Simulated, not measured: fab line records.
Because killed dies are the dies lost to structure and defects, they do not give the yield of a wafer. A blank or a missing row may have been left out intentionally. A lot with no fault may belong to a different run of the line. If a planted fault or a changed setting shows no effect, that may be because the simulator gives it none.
Check for tools in common | flow gf180mcu | 39 wafers sampled across 13 lots

THE REASON FOR OPENING IT
At GF_PSD_RS_MEAS_14 the reading NSD_RS is flagged on 2 of 13 lots. Fault-free wafers read 46.14 ohm/sq, with a standard deviation of 0.093.
Rule: flag the lot when none of its wafers has a number, or when each of its wafers that has one lies beyond 4 standard deviations from that mean. All remaining lots are regarded as sound.

lot  | measured     | on            | NSD_RS (ohm/sq), wafer by wafer | flag
L159 | day 14 07:12 | film metro-01 | 46.12 46.10 46.12               |
L160 | day 14 15:12 | film metro-04 | 46.19 46.20 46.13               |
L161 | day 14 22:31 | film metro-03 | 46.20 46.18 46.12               |
L164 | day 16 03:58 | film metro-04 | 46.25 46.20 46.12               |
L165 | day 16 08:51 | film metro-03 | 46.08 45.98 46.03               |
L171 | day 18 16:30 | film metro-04 | 44.78 44.80 44.80               | FLAGGED
L172 | day 19 03:50 | film metro-04 | 44.80 44.84 44.76               | FLAGGED
L175 | day 20 04:02 | film metro-04 | 46.04 46.17 46.10               |
L176 | day 20 08:50 | film metro-03 | 46.02 46.16 45.98               |
L177 | day 21 00:05 | film metro-03 | 46.03 45.98 46.08               |
L178 | day 21 05:04 | film metro-04 | 46.20 46.10 46.19               |
L180 | day 21 17:47 | film metro-04 | 46.13 45.99 46.03               |
L182 | day 22 14:18 | film metro-01 | 46.21 46.22 46.29               |
On average the flagged lots' numbers are 44.80 ohm/sq, which is -1.34 ohm/sq against the usual, or -14 standard deviations.

EACH LOT AND THE TOOL IT RAN ON
The record holds 2 process steps before the reading, out of a route of 602 steps. Read each cell as the tool, then ch plus the chambers that the sampled wafers visited, then the start.
lot  | flag    | GF_HV_LDD_RTA_52                 | GF_PSD_RTA_13
L159 |         | rtp anneal-01 ch 0, day 12 11:40 | rtp anneal-02 ch 0, day 14 07:07
L160 |         | rtp anneal-01 ch 0, day 12 18:10 | rtp anneal-01 ch 0, day 14 15:07
L161 |         | rtp anneal-01 ch 0, day 13 02:02 | rtp anneal-02 ch 0, day 14 22:22
L164 |         | rtp anneal-01 ch 0, day 14 05:01 | rtp anneal-02 ch 0, day 16 03:49
L165 |         | rtp anneal-02 ch 0, day 14 11:01 | rtp anneal-01 ch 0, day 16 08:46
L171 | FLAGGED | rtp anneal-01 ch 0, day 16 14:37 | rtp anneal-02 ch 0, day 18 16:25
L172 | FLAGGED | rtp anneal-02 ch 0, day 16 23:52 | rtp anneal-02 ch 0, day 19 03:46
L175 |         | rtp anneal-01 ch 0, day 17 22:34 | rtp anneal-01 ch 0, day 20 03:56
L176 |         | rtp anneal-01 ch 0, day 18 03:04 | rtp anneal-01 ch 0, day 20 08:46
L177 |         | rtp anneal-01 ch 0, day 18 17:59 | rtp anneal-01 ch 0, day 21 00:00
L178 |         | rtp anneal-02 ch 0, day 19 00:22 | rtp anneal-01 ch 0, day 21 04:58
L180 |         | rtp anneal-01 ch 0, day 19 13:37 | rtp anneal-01 ch 0, day 21 17:42
L182 |         | rtp anneal-02 ch 0, day 20 10:07 | rtp anneal-01 ch 0, day 22 14:13
These steps, and what they do:
- GF_HV_LDD_RTA_52: time 10 s.
- GF_PSD_RTA_13: time 20 s.
- GF_PSD_RS_MEAS_14: measures by four-point-probe.

FLAGGED OVER TOTAL, TOOL BY TOOL (the gauges that took the reading come last)
step              | tool          | lots run | flagged | share of the flagged lots | sound lots run after its first flagged lot
GF_HV_LDD_RTA_52  | rtp anneal-01 | 9        | 1       | some                      | 4 (L175,L176,L177,L180)
GF_HV_LDD_RTA_52  | rtp anneal-02 | 4        | 1       | some                      | 2 (L178,L182)
GF_PSD_RTA_13     | rtp anneal-01 | 8        | 0       | none                      | -
GF_PSD_RTA_13     | rtp anneal-02 | 5        | 2       | all                       | 0
GF_PSD_RS_MEAS_14 | film metro-01 | 2        | 0       | none                      | -
GF_PSD_RS_MEAS_14 | film metro-03 | 4        | 0       | none                      | -
GF_PSD_RS_MEAS_14 | film metro-04 | 7        | 2       | all                       | 3 (L175,L178,L180)

WHAT THE TABLE PERMITS
Every flagged lot went through 2 rows of the table: rtp anneal-02 at GF_PSD_RTA_13 and film metro-04 at GF_PSD_RS_MEAS_14.
- rtp anneal-02 at GF_PSD_RTA_13 ran 5 lots, 2 of them flagged. A fault beginning between L164 (day 16 03:49), its last sound lot, and L171 (day 18 16:25), its first flagged one, fits the data. Its own readings (run length s) fall more than 4 standard deviations out on all wafers of the flagged lots.
- film metro-04 at GF_PSD_RS_MEAS_14 ran 7 lots, 2 of them flagged. Sound lots ran on it after the first flagged one (L175, L178, L180), which a lasting fault on the whole tool wouldn't allow.
What remains is a single tool, rtp anneal-02 at GF_PSD_RTA_13.

WHAT WAS PUT IN BY THE SIMULATOR
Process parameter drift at GF_PSD_RTA_13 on rtp anneal-02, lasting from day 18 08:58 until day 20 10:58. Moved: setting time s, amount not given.
Shown lots that were struck: L171, L172. Same finding as the rule above.
